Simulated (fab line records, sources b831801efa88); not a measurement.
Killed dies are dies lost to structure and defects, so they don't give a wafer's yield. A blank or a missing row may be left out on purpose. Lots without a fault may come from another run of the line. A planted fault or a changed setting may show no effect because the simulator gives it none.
fab line records | flow sky130
record lots=6 wafers=18 last_day=50
route steps=708 shown METAL1@454 VIA1@458 PAD_OPEN@708
lots that met no fault: from a run of the same line without faults
start_h: hours from the record's first day to the start of the lot's first wafer shown | wait_h: hours since the lot's step before | " the same as in the row above | L1.1+2: a row that stands for several wafers | - no value, or no start given | * or withheld: withheld | < > ~ a bound
route shown NAME@n: a module of which the file shows steps, and the number in the route of the first | usual: mean/standard deviation of fault-free wafers | same: alike in all rows | chamber/n: place in a boat | sites: the reading at each site | _std_site: their standard deviation | _edge_site: outer sites' mean less inner sites' | radius_mm: how far each site lies from the wafer's centre | mask NAME#n: copy n | behind: the tool/chamber that last shaped the wafer | hold: why the lot was held/for how many hours/how that ended | device: the transistor (n, p or np) that didn't switch | end of line: the same wafers' tests at the end of the route | a step without rows: its recipe alone | killed: dies lost to structure and defects at the first sort, not the wafer's yield | map: a wafer's dies, x killed, . not, _ none there
set.NAME: the setting as run; set.NAME@STEP: as run at that earlier step | model.NAME: the simulator's own value behind a step, which no gauge read
lots at some steps of the route; a table a step, a row a wafer
services: from which hour (start_h, from the record's first day; less than 0 if before it) a tool's chamber was out of use, for how many hours, and why
## steps
# step SKY_METAL1_STRIP_20
# recipe chemistry=O2/N2 power_w=1400 pressure_mtorr=1500 platen_temp_c=withheld o2_flow_sccm=3000 n2_flow_sccm=300 overash_fraction=0.5
# usual drypump_motor_current_A=5.70/0.26 o2_flow_sccm=2999/8 oes_product_au=0.342/0.0046 strip_time_to_endpoint_s=2.68/0.039
# columns lot.wafer tool chamber start_h wait_h drypump_motor_current_A o2_flow_sccm oes_product_au rf_hours_counter_h strip_time_to_endpoint_s
L380.2 plasma_asher-03 0 781.31 0.1 5.61 3006 0.349 33 2.66
L380.4 " 1 " " 5.77 3000 0.336 - 2.71
L380.6 " 1 " " 5.74 2991 0.336 - 2.65
L381.1 plasma_asher-04 1 806.71 0.1 6.12 3002 0.341 6 2.67
L381.3 " 1 " " 6.11 3001 0.338 - 2.74
L381.6 " 0 " " 5.81 3010 0.344 - 2.71
L382.2 plasma_asher-04 0 807.91 0.1 5.83 3009 0.341 6 2.71
L382.3 " 0 " " 5.83 2994 0.347 - 2.69
L382.5 " 1 " " 6.14 2996 0.346 - 2.70
L399.1 plasma_asher-03 1 920.17 0.1 5.75 2993 0.350 47 2.67
L399.5 " 1 " " 5.74 2999 0.333 - 2.60
L399.6 " 0 " " 5.61 2997 0.342 - 2.68
L400.1 plasma_asher-03 0 925.61 0.1 5.63 2990 0.340 48 2.70
L400.3 " 0 " " 5.63 2975 0.345 - 2.71
L400.6 " 0 " " 5.62 2989 0.349 - 2.73
L402.1 plasma_asher-04 1 933.09 0.1 6.13 3016 0.349 19 2.71
L402.3 " 0 " " 5.81 2988 0.339 - 2.73
L402.4 " 1 " " 6.14 3000 0.345 - 2.71
# step SKY_METAL1_STRIP_21
# recipe chemistry=post_etch_residue_remover time_s=1200 temp_c=72.5
# step SKY_METAL1_CLEAN_22
# recipe chemistry=IPA time_s=180 temp_c=25
# step SKY_METAL1_CLEAN_23
# recipe chemistry=O3/DIW dry=n2_spin
# step SKY_VIA1_HDPCVD_00
# recipe material=SiO2 target_thk_nm=1030 sigma_open_frac=0.3 time_s=171.7 temp_c=400 sih4_flow_sccm=60 pressure_mtorr=6
# step SKY_VIA1_THK_MEAS_01
# recipe reads=SiO2_of_VIA1_HDPCVD_00
# usual VIA1_HDPCVD_THK=1029/9.1
# columns lot.wafer tool chamber start_h wait_h VIA1_HDPCVD_THK[nm]
L380.2 film_metro-01 - 782.02 0.1 1025
L380.4 " - " " 1045
L380.6 " - " " 1038
L381.1 film_metro-02 - 807.41 0.1 1020
L381.3 " - " " 1023
L381.6 " - " " 1027
L382.2 film_metro-01 - 808.68 0.1 1010
L382.3 " - " " 1017
L382.5 " - " " 1019
L399.1 film_metro-02 - 920.88 0.1 1040
L399.5 " - " " 1041
L399.6 " - " " 1038
L400.1 film_metro-04 - 926.95 0.1 1038
L400.3 " - " " 1037
L400.6 " - " " 1044
L402.1 film_metro-02 - 933.80 0.1 1049
L402.3 " - " " 1048
L402.4 " - " " 1044
# step SKY_VIA1_CMP_02
# recipe material=SiO2 down_force_psi=4 platen_rpm=60 pad_velocity_m_s=0.94248
# usual motor_current_A=12.2/1
# columns lot.wafer tool chamber start_h wait_h motor_current_A
L380.2 cmp-01 2 782.07 0.0 12.2
L380.4 " 3 " " 12.2
L380.6 " 2 " " 11.5
L381.3 cmp-02 0 807.52 0.1 12.3
L381.1 " 1 " " 12.2
L381.6 " 0 " " 12.5
L382.2 cmp-02 3 808.83 0.1 12.5
L382.3 " 0 " " 12.2
L382.5 " 2 " " 10.8
L399.1 cmp-01 2 920.99 0.1 12.5
L399.6 " 1 " " 13.6
L399.5 " 2 " " 11.4
L400.3 cmp-02 3 927.11 0.1 11.8
L400.1 " 0 " " 12.6
L400.6 " 2 " " 11.2
L402.3 cmp-01 2 933.86 0.0 11.6
L402.4 " 0 " " 11.2
L402.1 " 1 " " 14.0
# step SKY_VIA1_BOW_MEAS_03
# recipe mode=bow
# usual VIA1_BOW=79/7.2
# columns lot.wafer tool chamber start_h wait_h VIA1_BOW[um]
L380.2 film_metro-04 - 782.39 0.3 72
L380.4 " - " " 83
L380.6 " - " " 79
L381.1 film_metro-01 - 807.77 0.1 88
L381.3 " - " " 82
L381.6 " - " " 76
L382.2 film_metro-04 - 809.05 0.2 82
L382.3 " - " " 86
L382.5 " - " " 83
L399.1 film_metro-01 - 921.24 0.2 79
L399.5 " - " " 82
L399.6 " - " " 90
L400.1 film_metro-02 - 927.31 0.1 78
L400.3 " - " " 72
L400.6 " - " " 76
L402.1 film_metro-04 - 934.16 0.1 90
L402.3 " - " " 94
L402.4 " - " " 72
# step SKY_VIA1_DEHYDRATE_04
# recipe temp_c=200 time_s=60
# step SKY_VIA1_HMDS_05
# recipe prime_time_s=60 prime_temp_c=120
# step SKY_VIA1_COAT_06
# recipe resist=BARC temp_c=withheld time_s=withheld spin_rpm=3000 resist_thk_nm=60
# step SKY_VIA1_COAT_07
# recipe resist=KrF-thick spin_rpm=3000 resist_thk_nm=450
# step SKY_VIA1_SOFTBAKE_08
# recipe temp_c=100 time_s=90 resist=KrF-thick
# usual exhaust_pa=44.9/0.83 run_length_s=119.10/0.27
# columns lot.wafer tool chamber start_h wait_h exhaust_pa run_length_s
L380.2 litho_track-04 0 796 - 44.7 119.12
L380.4 " 0 " " 44.2 119.12
L380.6 " 0 " " 46.8 119.40
L381.1 litho_track-04 0 820 - 43.6 123.43
L381.3 " 0 " " 44.8 123.48
L381.6 " 0 " " 44.2 123.46
L382.2 litho_track-04 0 821 - 44.9 123.61
L382.3 " 0 " " 45.8 123.43
L382.5 " 0 " " 44.7 123.49
L399.1 litho_track-01 0 933 - 45.2 118.74
L399.5 " 0 " " 45.3 118.94
L399.6 " 0 " " 45.2 118.80
L400.1 litho_track-04 0 939 - 43.8 119.06
L400.3 " 0 " " 44.9 119.14
L400.6 " 0 " " 45.2 119.06
L402.1 litho_track-04 0 945 - 44.9 119.19
L402.3 " 0 " " 45.1 119.07
L402.4 " 0 " " 45.7 119.18
# step SKY_VIA1_EXPOSE_09
# recipe mask_id=VIM na=0.8 source_shape=annular sigma_inner=0.55 sigma_outer=0.85 target_cd_nm=150 dose_mj=38
# step SKY_PAD_OPEN_PROBE_99
# usual defect_limited_yield=82.3/1.9 killed_at_M0_to_M3=44/7.3 killed_at_M4_up=3.4/1.7 killed_at_contacts=24/5.3 killed_at_front_end=15/4.1 killed_at_other=0.4/0.68 killed_dies=87/9.5 killed_open=48/7.1 killed_short=39/5.8 sort_bin_3_pad_short=0.8/0.39 sort_bin_5_function=10.4/1.4 sort_bin_6_memory=6.5/1.1 sort_n_pass=405/9.5 sort_yield_pct=82.3/1.9
# same gross_dies=492 killed_at_back_side=0 sort_bin_4_leakage[%]=0 sort_bin_8_speed[%]=0
# columns lot.wafer tool chamber start_h wait_h defect_limited_yield[%] killed_at_M0_to_M3 killed_at_M4_up killed_at_contacts killed_at_front_end killed_at_other killed_dies killed_open killed_short sort_bin_3_pad_short[%] sort_bin_5_function[%] sort_bin_6_memory[%] sort_n_pass sort_yield_pct[%]
L380.2 prober-01 - 1088.95 0.1 83.1 44 5 23 11 0 83 53 30 0.4 9.8 6.7 409 83.1
L380.4 prober-01 - 1089.05 0.2 80.9 51 6 16 21 0 94 53 39 1.0 11.8 6.3 398 80.9
L380.6 prober-01 - 1089.15 0.2 81.5 49 1 19 22 0 91 49 40 0.6 10.2 7.7 401 81.5
L381.1 prober-02 - 1105.01 0.1 80.9 45 3 31 15 0 94 54 40 0.8 10.6 7.7 398 80.9
L381.3 prober-02 - 1105.11 0.2 78.9 58 8 16 21 1 104 49 54 1.4 10.6 9.1 388 78.9
L381.6 prober-02 - 1105.26 0.2 81.1 46 5 28 14 0 93 49 41 1.0 12.0 5.9 399 81.1
L382.2 prober-01 - 1107.35 0.1 77.6 57 2 31 19 1 110 57 52 0.8 11.4 10.2 382 77.6
L382.3 prober-01 - 1107.40 0.2 82.7 40 4 19 22 0 85 42 43 0.8 8.9 7.5 407 82.7
L382.5 prober-01 - 1107.50 0.2 84.3 38 3 19 17 0 77 40 37 1.2 10.2 4.3 415 84.3
L399.1 prober-02 - 1190.39 0.1 83.1 47 2 19 15 0 83 46 36 0.4 9.8 6.7 409 83.1
L399.5 prober-02 - 1190.59 0.2 82.1 39 3 33 13 0 88 45 42 1.2 8.5 8.1 404 82.1
L399.6 prober-02 - 1190.64 0.2 83.7 40 5 24 11 0 80 46 34 1.0 10.0 5.3 412 83.7
L400.1 prober-01 - 1193.20 0.1 84.1 37 8 17 16 0 78 42 36 1.0 9.1 5.7 414 84.1
L400.3 prober-01 - 1193.30 0.2 77.6 67 3 24 16 0 110 69 41 0.2 14.0 8.1 382 77.6
L400.6 prober-01 - 1193.45 0.2 81.7 46 3 23 18 0 90 57 33 0.8 10.2 7.3 402 81.7
L402.1 prober-01 - 1198.65 0.1 82.1 40 1 28 19 0 88 48 40 0.2 11.2 6.5 404 82.1
L402.3 prober-01 - 1198.75 0.2 84.3 38 2 32 5 0 77 46 31 0.4 9.6 5.7 415 84.3
L402.4 prober-01 - 1198.80 0.2 82.3 46 1 27 13 0 87 52 35 0.4 11.8 5.5 405 82.3
# killed by level:class
L380.2 CONTACT:geometric_particle:open=12 VIA2:geometric_particle:open=11 VIA1:geometric_particle:open=10 VIA3:geometric_particle:open=7 LI_CONTACT:geometric_particle:open=4 METAL4:geometric_particle:short=4 FIELD_ISO:geometric_particle:open=3 SPACER:geometric_particle:short=3
L380.4 VIA1:geometric_particle:open=10 VIA2:geometric_particle:open=10 CONTACT:geometric_particle:open=8 FIELD_ISO:geometric_particle:open=7 METAL1:geometric_particle:short=7 METAL2:geometric_particle:short=6 FIELD_ISO:geometric_particle:short=4 METAL3:geometric_particle:short=4
L380.6 VIA1:geometric_particle:open=9 VIA3:geometric_particle:open=8 VIA2:geometric_particle:open=7 LOCAL_INTERCONNECT:geometric_particle:short=6 LI_CONTACT:geometric_particle:open=6 FIELD_ISO:geometric_particle:short=5 METAL2:geometric_particle:short=5 SPACER:geometric_particle:open=4
L381.1 CONTACT:geometric_particle:open=15 VIA1:geometric_particle:open=14 CONTACT:geometric_particle:short=8 VIA2:geometric_particle:open=7 VIA1:geometric_particle:short=5 FIELD_ISO:geometric_particle:open=4 METAL1:geometric_particle:short=4 POLY_GATE:geometric_particle:short=4
L381.3 VIA1:geometric_particle:open=10 VIA1:geometric_particle:short=9 METAL2:geometric_particle:short=8 VIA2:geometric_particle:open=8 CONTACT:geometric_particle:open=7 METAL1:geometric_particle:short=7 POLY_GATE:geometric_particle:short=6 POLY_GATE:geometric_particle:open=6
L381.6 VIA1:geometric_particle:open=10 CONTACT:geometric_particle:open=10 VIA2:geometric_particle:open=8 LI_CONTACT:geometric_particle:open=6 CONTACT:geometric_particle:short=6 VIA1:geometric_particle:short=5 METAL1:geometric_particle:short=5 LOCAL_INTERCONNECT:geometric_particle:short=4
L382.2 VIA3:geometric_particle:open=11 LI_CONTACT:geometric_particle:open=10 CONTACT:geometric_particle:open=10 METAL2:geometric_particle:short=7 VIA1:geometric_particle:open=7 FIELD_ISO:geometric_particle:short=6 VIA2:geometric_particle:open=6 LOCAL_INTERCONNECT:geometric_particle:short=5
L382.3 VIA1:geometric_particle:open=8 FIELD_ISO:geometric_particle:short=7 LI_CONTACT:geometric_particle:open=7 CONTACT:geometric_particle:open=6 METAL1:geometric_particle:short=6 VIA3:geometric_particle:open=5 VIA3:geometric_particle:short=5 POLY_GATE:geometric_particle:short=4
L382.5 CONTACT:geometric_particle:open=7 VIA2:geometric_particle:open=7 METAL2:geometric_particle:short=6 POLY_GATE:geometric_particle:open=5 LI_CONTACT:geometric_particle:short=5 LI_CONTACT:geometric_particle:open=5 VIA1:geometric_particle:open=5 FIELD_ISO:geometric_particle:short=4
L399.1 VIA1:geometric_particle:open=10 VIA3:geometric_particle:open=9 METAL1:geometric_particle:short=6 VIA2:geometric_particle:open=6 LI_CONTACT:geometric_particle:short=5 CONTACT:geometric_particle:open=5 METAL2:geometric_particle:short=5 FIELD_ISO:geometric_particle:short=4
L399.5 CONTACT:geometric_particle:open=11 VIA1:geometric_particle:open=9 LOCAL_INTERCONNECT:geometric_particle:short=7 VIA3:geometric_particle:open=7 LI_CONTACT:geometric_particle:open=6 METAL1:geometric_particle:short=5 CONTACT:geometric_particle:short=5 VIA3:geometric_particle:short=4
L399.6 VIA1:geometric_particle:open=10 CONTACT:geometric_particle:open=8 LI_CONTACT:geometric_particle:open=7 VIA2:geometric_particle:open=7 VIA4:geometric_particle:open=5 VIA2:geometric_particle:short=5 FIELD_ISO:geometric_particle:short=4 FIELD_ISO:geometric_particle:open=4
L400.1 VIA1:geometric_particle:open=8 VIA2:geometric_particle:open=8 METAL4:geometric_particle:short=7 CONTACT:geometric_particle:open=6 FIELD_ISO:geometric_particle:short=5 FIELD_ISO:geometric_particle:open=5 VIA3:geometric_particle:open=5 LOCAL_INTERCONNECT:geometric_particle:short=4
L400.3 VIA1:geometric_particle:open=16 VIA2:geometric_particle:open=16 CONTACT:geometric_particle:open=10 METAL1:geometric_particle:short=7 VIA3:geometric_particle:open=7 CONTACT:geometric_particle:short=6 VIA1:geometric_particle:short=6 FIELD_ISO:geometric_particle:short=5
L400.6 VIA1:geometric_particle:open=14 CONTACT:geometric_particle:open=9 LI_CONTACT:geometric_particle:open=8 VIA3:geometric_particle:open=8 VIA2:geometric_particle:open=6 FIELD_ISO:geometric_particle:short=5 FIELD_ISO:geometric_particle:open=5 METAL2:geometric_particle:short=4
L402.1 VIA1:geometric_particle:open=15 LI_CONTACT:geometric_particle:open=7 FIELD_ISO:geometric_particle:short=6 POLY_GATE:geometric_particle:open=6 CONTACT:geometric_particle:open=6 CONTACT:geometric_particle:short=6 VIA2:geometric_particle:open=5 POLY_GATE:geometric_particle:short=4
L402.3 LI_CONTACT:geometric_particle:open=15 VIA1:geometric_particle:open=12 VIA2:geometric_particle:open=7 VIA3:geometric_particle:open=6 LOCAL_INTERCONNECT:geometric_particle:short=5 CONTACT:geometric_particle:short=5 VIA1:geometric_particle:short=4 LI_CONTACT:geometric_particle:short=3
L402.4 VIA1:geometric_particle:open=12 CONTACT:geometric_particle:open=11 METAL2:geometric_particle:short=7 FIELD_ISO:geometric_particle:open=6 LI_CONTACT:geometric_particle:open=6 CONTACT:geometric_particle:short=5 VIA1:geometric_particle:short=4 VIA2:geometric_particle:open=4
## services
# columns tool chamber start_h hours kind
cmp-01 - 797.76 6.6 pm
cmp-02 - 821.63 5.8 pm
plasma_asher-04 - 847.00 1.6 repair
litho_track-01 - 847.63 - consumable_replace:filter
cmp-01 - 883.55 3.3 repair
cmp-02 - 884.73 3.4 repair
cmp-01 - 889.07 6.7 repair
cmp-02 - 889.42 0.8 repair
cmp-01 - 912.00 4.0 pm
cmp-01 - 916.00 - consumable_replace:conditioner
cmp-01 - 916.00 - consumable_replace:pad
cmp-02 - 917.92 3.2 repair
## key
first_sign step=SKY_VIA1_SOFTBAKE_08 reading=run_length_s direction=up sigmas=16 usual=* struck=*
effect none on later readings
met_at SKY_VIA1_SOFTBAKE_08
struck_wafers L381.1,L381.3,L381.6,L382.2,L382.3,L382.5
onset_between 796 820
fault kind=process_parameter_drift tool=litho_track-04 chamber=- onset_h=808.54 steps=SKY_VIA1_SOFTBAKE_08 channel=time_s offset=* shape=step end_h=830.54 acts_in=* stated=*
